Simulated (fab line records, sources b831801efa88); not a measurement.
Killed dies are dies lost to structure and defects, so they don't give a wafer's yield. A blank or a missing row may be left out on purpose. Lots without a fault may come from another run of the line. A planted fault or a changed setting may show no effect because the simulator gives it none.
fab line records | flow gf180mcu
record lots=11 wafers=33 last_day=34
route steps=602 shown LVPWELL@61 MVPSD@139 DUAL_GATE@152 NSD@244
lots that met no fault: from a run of the same line without faults
start_h: hours from the record's first day to the start of the lot's first wafer shown | wait_h: hours since the lot's step before | " the same as in the row above | L1.1+2: a row that stands for several wafers | - no value, or no start given | * or withheld: withheld | < > ~ a bound
route shown NAME@n: a module of which the file shows steps, and the number in the route of the first | usual: mean/standard deviation of fault-free wafers | same: alike in all rows | chamber/n: place in a boat | sites: the reading at each site | _std_site: their standard deviation | _edge_site: outer sites' mean less inner sites' | radius_mm: how far each site lies from the wafer's centre | mask NAME#n: copy n | behind: the tool/chamber that last shaped the wafer | hold: why the lot was held/for how many hours/how that ended | device: the transistor (n, p or np) that didn't switch | end of line: the same wafers' tests at the end of the route | a step without rows: its recipe alone | killed: dies lost to structure and defects at the first sort, not the wafer's yield | map: a wafer's dies, x killed, . not, _ none there
set.NAME: the setting as run; set.NAME@STEP: as run at that earlier step | model.NAME: the simulator's own value behind a step, which no gauge read
steps of the route over a sample of lots; a table a step, a row a wafer
services: from which hour (start_h, from the record's first day; less than 0 if before it) a tool's chamber was out of use, for how many hours, and why
## steps
# step GF_LVPWELL_OVL_MEAS_07
# usual LVPWELL_OVL=0.3/1.6
# columns lot.wafer tool chamber start_h wait_h LVPWELL_OVL[nm]
L582.3 overlay-02 - 76.71 - -1.7
L582.4 " - " " -0.2
L582.6 " - " " -0.1
L585.1 overlay-02 - 94.36 - -1.2
L585.2 " - " " 3.4
L585.6 " - " " -0.8
L588.2 overlay-02 - 105.65 - -1.0
L588.3 " - " " -0.7
L588.6 " - " " -0.6
L591.1 overlay-01 - 125.24 - 0.2
L591.4 " - " " 0.9
L591.5 " - " " -0.8
L593.1 overlay-01 - 141.94 - -0.3
L593.2 " - " " 1.5
L593.3 " - " " -0.9
L595.2 overlay-01 - 147.36 - 2.4
L595.3 " - " " 1.5
L595.4 " - " " 0.4
L596.1 overlay-02 - 151.99 - 1.7
L596.5 " - " " 0.7
L596.6 " - " " -0.2
L597.2 overlay-01 - 159.04 - 2.4
L597.3 " - " " 1.0
L597.6 " - " " 2.0
L598.3 overlay-01 - 164.10 - -2.4
L598.4 " - " " -2.3
L598.6 " - " " -2.0
L601.3 overlay-02 - 181.00 - 1.0
L601.4 " - " " -0.6
L601.6 " - " " 0.8
L604.2 overlay-02 - 200.29 - -1.6
L604.4 " - " " -0.7
L604.6 " - " " -1.2
# step GF_VT_IMPLANT_RS_MEAS_49
# recipe thk_meas_gauge=four-point-probe
# usual MVPSD_RS=1169.0/2.7
# columns lot.wafer tool chamber start_h wait_h MVPSD_RS[ohm/sq]
L582.3 film_metro-04 - 166.35 0.1 1170.7
L582.4 " - " " 1169.6
L582.6 " - " " 1174.9
L585.1 film_metro-03 - 186.09 0.1 1171.1
L585.2 " - " " 1173.6
L585.6 " - " " 1172.2
L588.2 film_metro-02 - 202.29 0.1 1163.2
L588.3 " - " " 1165.3
L588.6 " - " " 1165.2
L591.1 film_metro-02 - 224.04 0.1 1170.5
L591.4 " - " " 1167.8
L591.5 " - " " 1167.7
L593.1 film_metro-03 - 243.76 0.1 1170.2
L593.2 " - " " 1171.3
L593.3 " - " " 1175.8
L595.2 film_metro-03 - 250.98 0.1 1172.8
L595.3 " - " " 1168.7
L595.4 " - " " 1171.4
L596.1 film_metro-02 - 257.44 0.1 1168.0
L596.5 " - " " 1171.5
L596.6 " - " " 1167.4
L597.2 film_metro-03 - 265.63 0.1 1171.1
L597.3 " - " " 1174.9
L597.6 " - " " 1172.9
L598.3 film_metro-04 - 271.55 0.1 1169.1
L598.4 " - " " 1170.0
L598.6 " - " " 1170.4
L601.3 film_metro-02 - 291.07 0.1 1171.2
L601.4 " - " " 1165.6
L601.6 " - " " 1165.0
L604.2 film_metro-04 - 314.85 0.1 1168.4
L604.4 " - " " 1168.6
L604.6 " - " " 1167.9
# step GF_DUAL_GATE_OVL_MEAS_11
# usual DUAL_GATE_OVL=0.0/1.7
# columns lot.wafer tool chamber start_h wait_h DUAL_GATE_OVL[nm]
L582.3 overlay-02 - 184.65 0.1 -0.9
L582.4 " - " " 0.0
L582.6 " - " " 0.1
L585.1 overlay-02 - 205.66 0.1 -0.9
L585.2 " - " " 1.9
L585.6 " - " " -0.2
L588.2 overlay-02 - 221.16 0.1 -1.1
L588.3 " - " " -1.7
L588.6 " - " " -2.0
L591.1 overlay-01 - 245.73 0.1 0.3
L591.4 " - " " -1.1
L591.5 " - " " -0.8
L593.1 overlay-01 - 265.93 0.1 -0.3
L593.2 " - " " 1.5
L593.3 " - " " 1.8
L595.2 overlay-01 - 271.50 0.1 1.0
L595.3 " - " " 1.1
L595.4 " - " " 0.8
L596.1 overlay-01 - 279.29 0.1 1.2
L596.5 " - " " -0.4
L596.6 " - " " -0.4
L597.2 overlay-01 - 287.94 0.1 0.7
L597.3 " - " " 3.1
L597.6 " - " " 1.8
L598.3 overlay-02 - 293.40 0.1 0.2
L598.4 " - " " -0.1
L598.6 " - " " -2.6
L601.3 overlay-02 - 315.45 0.1 1.9
L601.4 " - " " 0.8
L601.6 " - " " 1.7
L604.2 overlay-02 - 338.14 0.1 0.4
L604.4 " - " " 0.6
L604.6 " - " " 0.7
# step GF_NSD_IMPLANT_09
# recipe species=As energy_kev=60 dose_cm2=4e+15 tilt_deg=7
# usual beam_on_s=18.3/0.89 dose_ions_cm2=4e+15/3.7e+12 end_station_pressure_torr=1.32e-05/8.4e-07 faraday_current_uA=11981/600
# same implant_ion_amu=75
# columns lot.wafer tool chamber start_h wait_h beam_on_s dose_ions_cm2 end_station_pressure_torr faraday_current_uA
L582.3 implanter-03 0 305.81 0.1 18.1 3.992e+15 1.26e-05 12071
L582.4 " 0 " " 18.3 3.998e+15 1.38e-05 11920
L582.6 " 0 " " 19.0 4.005e+15 1.25e-05 11598
L585.1 implanter-02 0 334.63 0.0 19.0 4.007e+15 1.26e-05 11541
L585.2 " 0 " " 18.3 3.996e+15 1.35e-05 11950
L585.6 " 0 " " 19.7 4.004e+15 1.26e-05 11072
L588.2 implanter-02 0 350.44 0.0 18.9 4.005e+15 1.33e-05 11639
L588.3 " 0 " " 18.8 3.999e+15 1.38e-05 11670
L588.6 " 0 " " 18.4 4e+15 1.24e-05 11934
L591.1 implanter-01 0 379.58 0.0 16.9 3.998e+15 1.57e-05 12885
L591.4 " 0 " " 16.1 3.999e+15 1.4e-05 13645
L591.5 " 0 " " 16.6 4e+15 1.44e-05 13077
L595.2 implanter-03 0 408.86 0.0 9.9 4.03e+14 7e-06 2260
L595.3 " 0 " " 10.0 4.03e+14 7e-06 2227
L595.4 " 0 " " 10.2 4.04e+14 6.6e-06 2193
L593.1 implanter-03 0 413.81 0.0 9.9 4.06e+14 6.1e-06 2245
L593.2 " 0 " " 10.1 3.98e+14 7.5e-06 2202
L593.3 " 0 " " 10.0 4e+14 6.3e-06 2224
L596.1 implanter-02 0 420.46 0.0 19.5 3.994e+15 1.24e-05 11217
L596.5 " 0 " " 19.2 3.996e+15 1.21e-05 11450
L596.6 " 0 " " 19.2 4.003e+15 1.34e-05 11404
L597.2 implanter-02 0 432.06 0.0 19.2 4.001e+15 1.3e-05 11441
L597.3 " 0 " " 19.1 4.001e+15 1.35e-05 11533
L597.6 " 0 " " 18.6 3.997e+15 1.23e-05 11781
L598.3 implanter-02 0 435.44 0.1 18.6 3.998e+15 1.23e-05 11765
L598.4 " 0 " " 19.1 4.006e+15 1.33e-05 11473
L598.6 " 0 " " 19.0 4e+15 1.25e-05 11558
L601.3 implanter-01 0 466.71 0.1 16.7 4.004e+15 1.51e-05 13041
L601.4 " 0 " " 16.7 4.004e+15 1.57e-05 13055
L601.6 " 0 " " 16.6 4.002e+15 1.43e-05 13102
L604.2 implanter-03 0 485.38 0.0 19.0 3.993e+15 1.33e-05 11565
L604.4 " 0 " " 18.8 3.999e+15 1.33e-05 11663
L604.6 " 0 " " 17.8 4e+15 1.23e-05 12356
# step GF_NSD_STRIP_11
# recipe chemistry=O2/N2 power_w=1400 pressure_mtorr=1500 platen_temp_c=250 o2_flow_sccm=3000 n2_flow_sccm=300 overash_fraction=0.5
# usual drypump_motor_current_A=5.7/0.43 heater_power_w=360/31 oes_product_au=0.487/0.0047 strip_time_to_endpoint_s=22.95/0.04
# columns lot.wafer tool chamber start_h wait_h drypump_motor_current_A heater_power_w oes_product_au rf_hours_counter_h strip_time_to_endpoint_s
L582.3 plasma_asher-03 0 306.10 0.1 6.2 345 0.492 - 23.01
L582.4 " 1 " " 5.9 412 0.486 - 22.98
L582.6 " 1 " " 5.9 418 0.486 - 22.96
L585.1 plasma_asher-01 1 334.93 0.1 5.6 393 0.492 71 22.94
L585.2 " 0 " " 5.8 318 0.486 71 22.95
L585.6 " 0 " " 5.8 309 0.497 - 22.98
L588.2 plasma_asher-04 1 350.71 0.1 5.8 369 0.486 70 22.97
L588.3 " 1 " " 5.8 359 0.484 - 22.98
L588.6 " 0 " " 4.9 340 0.486 - 22.93
L591.1 plasma_asher-04 1 379.88 0.1 5.8 376 0.486 73 22.94
L591.4 " 1 " " 5.8 362 0.487 - 22.94
L591.5 " 0 " " 4.9 349 0.485 - 22.97
L595.2 plasma_asher-04 0 409.14 0.1 4.9 338 0.602 76 15.70
L595.3 " 0 " " 4.9 345 0.607 - 15.69
L595.4 " 1 " " 5.8 368 0.597 - 15.78
L593.1 plasma_asher-03 0 414.11 0.1 6.2 340 0.598 31 15.77
L593.2 " 1 " " 5.9 411 0.603 31 15.80
L593.3 " 0 " " 6.1 345 0.602 - 15.81
L596.1 plasma_asher-01 0 420.76 0.1 5.8 312 0.483 81 22.92
L596.5 " 0 " " 5.8 308 0.480 - 22.92
L596.6 " 1 " " 5.6 378 0.490 - 22.91
L597.2 plasma_asher-04 0 432.33 0.1 4.9 334 0.488 0 22.96
L597.3 " 0 " " 4.9 329 0.487 - 22.92
L597.6 " 1 " " 5.8 376 0.485 - 22.94
L598.3 plasma_asher-03 0 435.72 0.1 6.1 337 0.487 - 22.97
L598.4 " 1 " " 5.9 408 0.485 - 22.94
L598.6 " 0 " " 6.1 339 0.490 - 23.01
L601.3 plasma_asher-03 1 466.99 0.1 6.0 407 0.483 - 22.95
L601.4 " 0 " " 6.2 338 0.489 - 22.91
L601.6 " 1 " " 6.0 418 0.490 - 22.94
L604.2 plasma_asher-03 1 485.66 0.1 5.9 411 0.479 39 22.95
L604.4 " 0 " " 6.1 335 0.489 - 23.00
L604.6 " 1 " " 6.0 409 0.479 - 22.98
# step GF_NSD_TW_MEAS_12
# usual NSD_TW=4240/55
# columns lot.wafer tool chamber start_h wait_h NSD_TW
L582.3 film_metro-04 - 306.18 0.1 4285
L582.4 " - " " 4311
L582.6 " - " " 4320
L585.1 film_metro-01 - 335.03 0.1 4235
L585.2 " - " " 4252
L585.6 " - " " 4240
L588.2 film_metro-03 - 350.82 0.1 4191
L588.3 " - " " 4194
L588.6 " - " " 4175
L591.1 film_metro-01 - 379.98 0.1 4257
L591.4 " - " " 4238
L591.5 " - " " 4206
L595.2 film_metro-01 - 409.25 0.1 3866
L595.3 " - " " 3856
L595.4 " - " " 3852
L593.1 film_metro-04 - 414.21 0.1 3927
L593.2 " - " " 3923
L593.3 " - " " 3908
L596.1 film_metro-03 - 420.86 0.1 4204
L596.5 " - " " 4203
L596.6 " - " " 4184
L597.2 film_metro-01 - 432.44 0.1 4268
L597.3 " - " " 4259
L597.6 " - " " 4274
L598.3 film_metro-03 - 435.81 0.1 4161
L598.4 " - " " 4156
L598.6 " - " " 4154
L601.3 film_metro-01 - 467.08 0.1 4257
L601.4 " - " " 4252
L601.6 " - " " 4237
L604.2 film_metro-03 - 485.77 0.1 4201
L604.4 " - " " 4187
L604.6 " - " " 4176
# step GF_PSD_RS_MEAS_14
# recipe thk_meas_gauge=four-point-probe
# usual NSD_RS=46.22/0.086
# columns lot.wafer tool chamber start_h wait_h NSD_RS[ohm/sq]
L582.3 film_metro-03 - 327.38 0.1 46.27
L582.4 " - " " 46.21
L582.6 " - " " 46.26
L585.1 film_metro-01 - 356.49 0.1 46.18
L585.2 " - " " 46.29
L585.6 " - " " 46.19
L588.2 film_metro-03 - 373.17 0.1 46.25
L588.3 " - " " 46.26
L588.6 " - " " 46.24
L591.1 film_metro-03 - 403.74 0.1 46.24
L591.4 " - " " 46.28
L591.5 " - " " 46.26
L595.2 film_metro-01 - 433.57 0.1 96.89
L595.3 " - " " 97.05
L595.4 " - " " 95.93
L593.1 film_metro-01 - 438.45 0.1 95.94
L593.2 " - " " 96.47
L593.3 " - " " 96.01
L596.1 film_metro-03 - 445.50 0.1 46.30
L596.5 " - " " 46.37
L596.6 " - " " 46.33
L597.2 film_metro-04 - 457.22 0.1 46.29
L597.3 " - " " 46.36
L597.6 " - " " 46.28
L598.3 film_metro-01 - 460.16 0.1 46.03
L598.4 " - " " 46.17
L598.6 " - " " 46.18
L601.3 film_metro-01 - 490.94 0.1 46.15
L601.4 " - " " 46.30
L601.6 " - " " 46.26
L604.2 film_metro-01 - 509.37 0.1 46.23
L604.4 " - " " 46.24
L604.6 " - " " 46.08
## services
# columns tool chamber start_h hours kind
implanter-02 - 289.22 4.6 repair
implanter-01 - 317.67 0.7 repair
implanter-01 - 351.56 8.0 repair
implanter-02 - 353.35 5.1 repair
implanter-03 - 372.33 5.3 pm
plasma_asher-03 - 384.83 2.1 repair
implanter-01 - 385.45 16.4 pm
implanter-01 - 401.88 54.2 pm
plasma_asher-04 - 402.37 1.8 repair
plasma_asher-04 - 421.25 9.0 pm
plasma_asher-04 0 421.25 9.0 vent_cycle
plasma_asher-04 1 421.25 9.0 vent_cycle
plasma_asher-01 - 422.00 1.8 repair
plasma_asher-04 0 430.25 - clean
plasma_asher-04 1 430.25 - clean
plasma_asher-04 - 445.69 0.6 repair
plasma_asher-01 - 452.27 1.1 repair
implanter-02 - 455.81 3.8 pm
implanter-01 - 456.08 5.0 pm
implanter-02 - 464.87 2.6 repair
plasma_asher-04 - 481.91 2.0 repair
implanter-03 - 483.84 1.2 repair
## key
first_sign step=GF_NSD_IMPLANT_09 reading=dose_ions_cm2 direction=down sigmas=99+ usual=4e+15 struck=4.02e+14
effect step=GF_NSD_IMPLANT_09 reading=faraday_current_uA direction=down sigmas=16 usual=11981 struck=2225
effect step=GF_NSD_STRIP_11 reading=strip_time_to_endpoint_s direction=down sigmas=99+ usual=* struck=*
effect step=GF_NSD_TW_MEAS_12 reading=NSD_TW direction=down sigmas=6.4 usual=4240 struck=3889
effect step=GF_PSD_RS_MEAS_14 reading=NSD_RS direction=up sigmas=99+ usual=46.22 struck=96.38
met_at GF_NSD_IMPLANT_09
struck_lots L593,L595
tester_left_out L593,L595
not_acting_at GF_LVPWELL_OVL_MEAS_07,GF_VT_IMPLANT_RS_MEAS_49,GF_DUAL_GATE_OVL_MEAS_11
onset_between 305.81 408.86
fault kind=process_parameter_drift tool=implanter-03 chamber=- onset_h=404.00 steps=GF_NSD_IMPLANT_09 channel=dose_cm2 offset=-3.6e+15 shape=step end_h=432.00 acts_in=these_recipes_only stated=4e+15
# tester_left_out: of these lots the tester's yield and bins aren't shown, on N5 and GAA mostly nor the transistor test; their killed dies are dies lost to structure and defects alone, not to doping, threshold or leakage, so they don't give the yield
